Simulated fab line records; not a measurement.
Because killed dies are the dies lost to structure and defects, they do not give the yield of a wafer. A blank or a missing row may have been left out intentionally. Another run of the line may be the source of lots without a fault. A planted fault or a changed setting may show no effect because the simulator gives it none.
Struck lot and sound lot, side by side | flow sky130 | 27 steps out of a route of 708
Sound: the wafers L948.2, L948.4, L948.5. Struck: wafers L949.2, L949.5, L949.6. The cause is named last.
Per side, at each step with rows, come the tool, then ch with its chambers, and then its first start. Under that, the readings that differ: sound wafers | struck wafers | difference of the means | sigmas: that difference in standard deviations of wafers without a fault.
alike: readings with means less than 2 such deviations apart, plus words and numbers identical on both sides. not compared: withheld readings, readings lacking a value on some wafer, bounds such as >300 that could conceal the same value, and numbers that have no deviation in the record and whose values overlap.
Wherever a step has rows on one side only, a row that says differs or no value, or a row with sigmas, the two part there. Numbers that don't overlap but have no deviation are shown without sigmas and don't part them. A reading missing from all wafers of one side parts the sides only when that side holds two or more wafers.

first, 3 steps without rows for these wafers: SKY_LDD_N_EXPOSE_04 (exposes mask NTM, target cd 840 nm); SKY_LDD_N_PEB_05; SKY_LDD_N_DEVELOP_06 (develop time 60 s).
SKY_LDD_N_OVL_MEAS_07:
  sound: overlay-01 at day 20 08:29; struck: overlay-02 at day 20 16:08
  alike: LDD_N_OVL
then, 8 steps without rows for these wafers: SKY_LDD_N_IMPLANT_08; SKY_LDD_N_IMPLANT_09; SKY_LDD_N_IMPLANT_10; SKY_LDD_N_IMPLANT_11; SKY_LDD_N_IMPLANT_12; SKY_LDD_N_IMPLANT_13; SKY_LDD_N_IMPLANT_14; SKY_LDD_N_IMPLANT_15.
SKY_LDD_N_STRIP_16: strips in O2/N2.
  sound on plasma-asher-03 ch 0,1, day 20 09:43; struck on plasma-asher-04 ch 0,1, day 20 17:22
  no value came back on the struck wafers for chamber-pressure-mTorr (mTorr), drypump-motor-current-A (A), oes-product-au (a.u.), strip-time-to-endpoint-s (s); on the sound wafers chamber-pressure-mTorr (mTorr) reads 1500.5 1499.1 1498.6
  reading                                    | sound | struck            | difference | sigmas
  model.NOVOLAK_of_LDD_N_COAT_02.thk-nm (nm) | 0 0 0 | 299.3 299.5 298.8 | +299.2     |
  not compared: rf-hours-counter-h
SKY_LDD_N_TW_MEAS_17:
  sound: film-metro-02 at day 20 09:50; struck: film-metro-03 at day 20 17:28
  alike: LDD_N_TW
then, 7 steps without rows for these wafers: SKY_LDD_P_DEHYDRATE_00 (time 60 s); SKY_LDD_P_HMDS_01 (prime time 60 s); SKY_LDD_P_COAT_02 (resist thk 1140 nm); SKY_LDD_P_SOFTBAKE_03 (time 60 s); SKY_LDD_P_EXPOSE_04 (exposes mask PSDM, target cd 380 nm); SKY_LDD_P_PEB_05; SKY_LDD_P_DEVELOP_06 (develop time 60 s).
SKY_LDD_P_CD_MEAS_07: target cd 380 nm.
  sound: cd-sem-01 at day 21 16:00; struck: cd-sem-01 at day 21 23:53
  reading    | sound             | struck            | difference | sigmas
  cd-nm (nm) | 377.3 379.7 378.3 | 382.3 382.1 384.9 | +4.7       | +2
SKY_LDD_P_OVL_MEAS_08:
  sound: overlay-02 at day 21 16:07; struck: overlay-01 at day 22 00:00
  alike: LDD_P_OVL
next, for these wafers, 1 step has no rows: SKY_LDD_P_IMPLANT_09.
SKY_LDD_P_STRIP_10: strips in O2/N2.
  sound on plasma-asher-02 ch 0,1, day 21 16:17; struck on plasma-asher-02 ch 0,1, day 22 00:11
  reading                      | sound             | struck            | difference | sigmas
  strip-time-to-endpoint-s (s) | 14.15 14.09 14.11 | 18.68 18.69 18.69 | +4.57      | +99 or more
  alike: chamber-pressure-mTorr, drypump-motor-current-A, oes-product-au
  not compared: rf-hours-counter-h
SKY_LDD_P_TW_MEAS_11:
  sound: film-metro-02 at day 21 16:24; struck: film-metro-04 at day 22 00:17
  reading  | sound       | struck   | difference | sigmas
  LDD_P_TW | 627 631 631 | 30 30 30 | -600       | -99 or more
then, 1 step without rows for these wafers: SKY_LDD_HVN_DEHYDRATE_00 (time 60 s).

WHERE THEY PART
At SKY_LDD_N_STRIP_16 first; at SKY_LDD_P_TW_MEAS_11 last (within this record only).

WHY: whatever the simulator had introduced
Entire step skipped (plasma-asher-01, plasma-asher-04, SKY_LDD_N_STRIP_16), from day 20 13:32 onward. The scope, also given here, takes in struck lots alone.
